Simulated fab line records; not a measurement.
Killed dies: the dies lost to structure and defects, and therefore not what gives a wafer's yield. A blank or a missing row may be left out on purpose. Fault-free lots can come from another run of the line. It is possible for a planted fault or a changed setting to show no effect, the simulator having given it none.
What tool caused it? ; flow gf180mcu ; Sampling: 11 lots, 33 wafers, 6 of 602 route steps

## WHAT THE GAUGES READ, wafer by wafer
GF_V3_THK_MEAS_03.
lot;measured;on;V3_CVD_02_THK (nm)
L825;day 21 13:22;filmMetro-03;857 855 869
L829;day 23 01:07;filmMetro-02;846 858 850
L830;day 23 12:21;filmMetro-03;847 857 863
L832;day 24 05:31;filmMetro-02;855 840 871
L836;day 25 13:34;filmMetro-04;865 863 860
L837;day 25 23:43;filmMetro-03;856 843 851
L838;day 26 08:21;filmMetro-03;830 840 844
L844;day 28 00:16;filmMetro-03;732 721 742 731 721 741
L846;day 28 13:55;filmMetro-04;714 719 736 714 720 735
L847;day 28 18:10;filmMetro-04;849 843 843
L848;day 29 08:33;filmMetro-02;854 868 858

GF_V3_BOW_MEAS_05.
lot;measured;on;V3_BOW (um)
L825;day 21 13:44;filmMetro-04;118 120 115
L829;day 23 01:29;filmMetro-03;131 115 118
L830;day 23 12:43;filmMetro-02;102 125 124
L832;day 24 05:53;filmMetro-03;113 118 123
L836;day 25 13:55;filmMetro-03;112 130 108
L837;day 26 00:04;filmMetro-02;123 128 100
L838;day 26 08:43;filmMetro-04;109 122 127
L844;day 28 04:44;filmMetro-02;119 124 123
L846;day 28 19:47;filmMetro-03;142 128 133
L847;day 28 18:31;filmMetro-04;111 105 109
L848;day 29 09:02;filmMetro-04;129 137 131

## WHICH TOOL RAN EACH LOT (tool, then ch and the chambers of the sampled wafers, then the start)
lot;GF_V2_ETCH_17;GF_M3_METAL_ETCH_16;GF_V3_CVD_02;GF_V3_CMP_04
L825;rieDiel-02 ch 0,1,3, day 21 12:31 or earlier;rieMetal-01 ch 0,1, day 21 12:31;pecvd-03 ch 0,2, day 21 13:18;cmp-01 ch 0,1,3, day 21 13:32
L829;rieDiel-04 ch 0,2, day 23 00:08 or earlier;rieMetal-03 ch 0, day 23 00:08;pecvd-01 ch 1,2, day 23 01:03;cmp-02 ch 1,2,3, day 23 01:16
L830;rieDiel-02 ch 1,2, day 23 11:29 or earlier;rieMetal-04 ch 0,1, day 23 11:29;pecvd-04 ch 0,2, day 23 12:17;cmp-02 ch 0,1,3, day 23 12:31
L832;rieDiel-04 ch 0,2,3, day 24 04:39 or earlier;rieMetal-04 ch 0,1, day 24 04:39;pecvd-04 ch 0,2, day 24 05:27;cmp-01 ch 2,3, day 24 05:35
L836;rieDiel-02 ch 0,1, day 25 12:42 or earlier;rieMetal-04 ch 1, day 25 12:42;pecvd-03 ch 0,1,2, day 25 13:29;cmp-01 ch 0,2,3, day 25 13:37
L837;rieDiel-03 ch 0,3, day 25 22:51 or earlier;rieMetal-03 ch 0,1, day 25 22:51;pecvd-04 ch 0,1, day 25 23:38;cmp-02 ch 0,1,3, day 25 23:46
L838;rieDiel-02 ch 0,1, day 26 07:29 or earlier;rieMetal-04 ch 0,1, day 26 07:29;pecvd-01 ch 0,1,2, day 26 08:17;cmp-01 ch 1,2, day 26 08:25
L844;rieDiel-04 ch 0,1,2, day 27 23:23 or earlier;rieMetal-01 ch 0,1, day 27 23:23;pecvd-03 ch 1,2, day 28 00:11;cmp-01 ch 1,2,3, day 28 04:25
L846;rieDiel-04 ch 1,2,3, day 28 12:58 or earlier;rieMetal-03 ch 0,1, day 28 12:58;pecvd-03 ch 1,2, day 28 13:51;cmp-02 ch 0,1,3, day 28 19:24
L847;rieDiel-02 ch 0,1,2, day 28 17:10 or earlier;rieMetal-01 ch 0, day 28 17:10;pecvd-04 ch 0,1,2, day 28 18:05;cmp-01 ch 0,2,3, day 28 18:13
L848;rieDiel-04 ch 0,1,3, day 29 07:32 or earlier;rieMetal-03 ch 0, day 29 07:32;pecvd-04 ch 0,2, day 29 08:29;cmp-01 ch 1,2,3, day 29 08:50
- GF_V2_ETCH_17: etches SiO2 in C4F8/O2/Ar, stops on TiN, target depth 630 nm.
- GF_M3_METAL_ETCH_16: etches the open film in Cl2/BCl3, stops on SiO2, target depth 750.8 nm, time 125.1 s.
- GF_V3_CVD_02: deposits SiO2 from TEOS, target thk 850 nm, time 94.851 s.
- GF_V3_CMP_04: polishes SiO2.

## WHAT THE TOOLS THEMSELVES READ (means of the sampled wafers that have a number; where no wafer has one, the mark that the record gives instead)
GF_V2_ETCH_17.
lot;tool;oesProductAu (a.u.)
L825;rieDiel-02;0.848
L829;rieDiel-04;0.853
L830;rieDiel-02;0.856
L832;rieDiel-04;0.853
L836;rieDiel-02;0.860
L837;rieDiel-03;0.855
L838;rieDiel-02;0.861
L844;rieDiel-04;0.856
L846;rieDiel-04;0.855
L847;rieDiel-02;0.857
L848;rieDiel-04;0.858

GF_M3_METAL_ETCH_16.
lot;tool;drypumpMotorCurrentA (A);oesProductAu (a.u.);throttleValvePct (%)
L825;rieMetal-01;6.0;0.996;28.233
L829;rieMetal-03;5.9;0.994;28.222
L830;rieMetal-04;5.4;0.989;28.234
L832;rieMetal-04;5.4;0.987;28.224
L836;rieMetal-04;5.6;0.984;28.231
L837;rieMetal-03;5.5;0.995;28.223
L838;rieMetal-04;5.2;0.991;28.231
L844;rieMetal-01;6.0;0.992;28.230
L846;rieMetal-03;5.7;0.991;28.232
L847;rieMetal-01;5.9;0.989;28.235
L848;rieMetal-03;5.9;0.991;28.218

GF_V3_CVD_02.
lot;tool;heaterPowerW (W);runLengthS (s);susceptorTempC (C)
L825;pecvd-03;672;122.8;399.94
L829;pecvd-01;618;122.8;399.88
L830;pecvd-04;718;122.7;400.08
L832;pecvd-04;640;123.0;400.14
L836;pecvd-03;580;122.7;400.10
L837;pecvd-04;562;122.7;400.39
L838;pecvd-01;625;122.7;399.91
L844;pecvd-03;647;108.9;-
L846;pecvd-03;610;108.9;-
L847;pecvd-04;666;122.9;399.90
L848;pecvd-04;580;122.9;399.84

GF_V3_CMP_04.
lot;tool;motorCurrentA (A);timeToEndpointS (s)
L825;cmp-01;12.8;84
L829;cmp-02;12.8;80
L830;cmp-02;11.8;81
L832;cmp-01;11.6;77
L836;cmp-01;12.6;84
L837;cmp-02;11.7;87
L838;cmp-01;11.1;72
L844;cmp-01;12.4;38
L846;cmp-02;11.8;40
L847;cmp-01;12.3;82
L848;cmp-01;12.4;82

## THE ANSWER, worked out from the rows above alone
Rule: what is usual is taken from the lots themselves. Put in order of their means at a reading, lots are off if they are a third of the lots or fewer, leave a main group of 4 or more, and stand apart from it by a gap of 3 or more times the standard deviation of the main group's means; of several such gaps the widest counts. A main group is skipped when, at the precision printed for the reading in the tables above, its means are all equal. Also off: a lot with no number at a reading for which 4 or more lots have one. Any other lot the step has rows for is counted as sound. Order of review: gauges by route order, followed by the tools' own readings, for which a lot's mean as printed above is used. At the first step where some lot is off, the reading lying furthest off is the one used; lots without a number count as furthest.
Off: L844, L846, seen at GF_V3_THK_MEAS_03 (V3_CVD_02_THK). The main group has a mean of 853 nm with a standard deviation of 7.5.
If a tool, at a process step before that reading, ran all the lots that are off and no sound lot after the first of them, it fits. Not tried: the gauges at GF_V3_THK_MEAS_03; whatever is off there is also off at GF_V3_CVD_02, on other tools, and gauge error can't account for it. GF_V2_ETCH_17 gives no start for some lots, so the hours and the order of its lots are those of GF_M3_METAL_ETCH_16. One fits: pecvd-03 at GF_V3_CVD_02. Its last sound lot is L836 (day 25 13:29), its first lot that is off L844 (day 28 00:11): a fault that began between those two fits.
The tool's own readings at GF_V3_CVD_02 bear it out: on the lots that are off they differ by more than 5 times the standard deviation of the sound lots' means. runLengthS reads 108.9 s there against 122.8 s on the sound lots.
Blank at GF_V3_CVD_02 on the lots that are off, where sound lots have numbers: susceptorTempC.

## WHAT THE SIMULATOR PUT IN
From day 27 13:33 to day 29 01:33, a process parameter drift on pecvd-03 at GF_V3_CVD_02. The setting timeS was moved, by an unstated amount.
Shown lots that were struck: L844, L846. The same result came from the rule above.
